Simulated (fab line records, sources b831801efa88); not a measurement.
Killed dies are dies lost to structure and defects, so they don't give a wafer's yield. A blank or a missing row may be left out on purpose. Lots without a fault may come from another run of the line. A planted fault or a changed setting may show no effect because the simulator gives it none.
Chamber matching | flow sky130 | SKY_LI_CONTACT_HDPCVD_00 on hdpcvd-01: 3 sister chambers
The step deposits PSG, target thk 930 nm, time 155 s. 16 wafers are shown with their chamber, then 8 later ones without.

WAFERS WITH THEIR CHAMBER
wafer  | chamber | sih4_flow_sccm (sccm)
L898.2 | 1       | 59.98
L898.5 | 0       | 59.72
L898.6 | 1       | 59.77
L899.2 | 0       | 60.11
L899.3 | 2       | 59.97
L899.4 | 0       | 59.91
L901.2 | 2       | 60.14
L901.3 | 0       | 60.05
L901.6 | 2       | 60.07
L902.2 | 1       | 60.41
L902.3 | 0       | 59.72
L902.5 | 0       | 59.77
L903.2 | 0       | 59.97
L903.5 | 1       | 59.85
L903.6 | 0       | 59.95
L905.3 | 2       | 59.89

SIGNATURES (means of the wafers above)
reading        | chamber 0 | chamber 1 | chamber 2 | scatter within a chamber
sih4_flow_sccm | 59.9000   | 60.0025   | 60.0175   | 0.183
Rule: a wafer's distance from a chamber is the root of the sum, over the readings, of the square of ((its reading less the chamber's mean) divided by the reading's scatter). The wafer belongs to the nearest chamber; if the next one is less than 2 further off, it can't be placed. The scatter: the root of (the sum of the squares of (reading less its chamber's mean) over the shown wafers, divided by (wafers less chambers)).

WAFERS WITHOUT THEIR CHAMBER
wafer  | sih4_flow_sccm (sccm)
L905.4 | 59.94
L905.6 | 60.15
L917.2 | 59.88
L917.5 | 59.67
L917.6 | 59.90
L919.3 | 59.91
L919.4 | 60.03
L919.6 | 59.76

WHICH CHAMBER EACH WENT THROUGH
wafer  | from the rows above          | in truth
L905.4 | can't be placed: 0 or 1 or 2 | 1
L905.6 | can't be placed: 2 or 1 or 0 | 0
L917.2 | can't be placed: 0 or 1 or 2 | 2
L917.5 | can't be placed: 0 or 1 or 2 | 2
L917.6 | can't be placed: 0 or 1 or 2 | 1
L919.3 | can't be placed: 0 or 1 or 2 | 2
L919.4 | can't be placed: 2 or 1 or 0 | 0
L919.6 | can't be placed: 0 or 1 or 2 | 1
Placed correctly: 0 of 8. Can't be placed from these rows: 8 (the true chamber is among the candidates in 8). Placed wrongly: 0.
